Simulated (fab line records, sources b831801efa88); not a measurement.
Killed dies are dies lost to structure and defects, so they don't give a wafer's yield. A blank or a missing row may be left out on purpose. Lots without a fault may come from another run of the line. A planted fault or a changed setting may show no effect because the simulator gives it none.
Chamber matching | flow gf180mcu | GF_PASSIVATION_CVD_00 on pecvd-02: 3 sister chambers
The step deposits SiO2 from TEOS, target thk 1000 nm, time 116 s. 6 wafers are shown with their chamber, then 7 later ones without.

WAFERS WITH THEIR CHAMBER
wafer  | chamber | heater_power_w (W)
L241.6 | 0       | 601
L245.3 | 1       | 719
L245.5 | 2       | 530
L245.6 | 0       | 761
L246.1 | 1       | 696
L246.2 | 2       | 575

WAFERS WITHOUT THEIR CHAMBER
wafer  | heater_power_w (W)
L246.3 | 750
L247.1 | 744
L247.2 | 511
L247.5 | 702
L249.1 | 732
L249.4 | 747
L249.5 | 544

WHICH CHAMBER EACH WENT THROUGH
wafer  | from the rows above     | in truth
L246.3 | can't be placed: 1 or 0 | 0
L247.1 | can't be placed: 1 or 0 | 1
L247.2 | can't be placed: 2 or 0 | 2
L247.5 | can't be placed: 1 or 0 | 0
L249.1 | can't be placed: 1 or 0 | 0
L249.4 | can't be placed: 1 or 0 | 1
L249.5 | can't be placed: 2 or 0 | 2
Placed correctly: 0 of 7. Can't be placed from these rows: 7 (the true chamber is among the candidates in 7). Placed wrongly: 0.
How it was worked out, from the rows above alone: a wafer's distance from a chamber is the root of the sum, over the readings, of the square of ((its reading less the chamber's mean) divided by the reading's scatter). The wafer belongs to the nearest chamber; if the next one is less than 2 further off, it can't be placed. A chamber's mean is the mean of its shown wafers. The scatter: the root of (the sum of the squares of (reading less its chamber's mean) over the shown wafers, divided by (wafers less chambers)).
